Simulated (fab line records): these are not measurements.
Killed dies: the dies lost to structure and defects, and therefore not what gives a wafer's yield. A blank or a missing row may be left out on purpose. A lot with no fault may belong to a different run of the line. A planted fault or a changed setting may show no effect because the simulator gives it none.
Matching of chambers + flow gf180mcu + 4 sister chambers for GF_STI_ETCH_14 on rie-si-02
The step etches Si in HBr/Cl2/O2, target depth 360 nm, time 102.9 s. 4 wafers are shown with their chamber, then 10 later ones without.

## WAFERS PAIRED WITH THEIR CHAMBERS
| wafer  | chamber | drypump-motor-current-A (A) |
|--------|---------|-----------------------------|
| L473.5 | 3       | 5.1                         |
| L480.3 | 2       | 6.3                         |
| L482.4 | 1       | 6.7                         |
| L482.5 | 0       | 5.5                         |

## WAFERS WHOSE CHAMBER IS MISSING
| wafer  | drypump-motor-current-A (A) |
|--------|-----------------------------|
| L482.6 | 6.3                         |
| L483.1 | 6.3                         |
| L483.3 | 5.5                         |
| L483.4 | 6.7                         |
| L484.1 | 6.6                         |
| L484.2 | 6.3                         |
| L484.4 | 6.3                         |
| L485.4 | 5.5                         |
| L485.5 | 5.1                         |
| L485.6 | 5.5                         |

## THE CHAMBER EACH PASSED THROUGH
| wafer  | from the rows above | in truth |
|--------|---------------------|----------|
| L482.6 | 2                   | 2        |
| L483.1 | 2                   | 2        |
| L483.3 | 0                   | 0        |
| L483.4 | 1                   | 1        |
| L484.1 | 1                   | 1        |
| L484.2 | 2                   | 2        |
| L484.4 | 2                   | 2        |
| L485.4 | 0                   | 0        |
| L485.5 | 3                   | 3        |
| L485.6 | 0                   | 0        |
Placed correctly: 10 of 10. Can't be placed from these rows: 0. Wrongly placed: 0.
How it was worked out, from the rows above alone: a wafer's distance from a chamber is the root of the sum, over the readings, of the square of ((its reading less the chamber's mean) divided by the reading's scatter). The wafer belongs to the nearest chamber; if the next one is less than 2 further off, it can't be placed. The mean given for a chamber averages the wafers shown for that chamber. The scatter: with one shown wafer a chamber, the root of the mean of the squares of how far each hidden wafer lies from its nearest shown one.
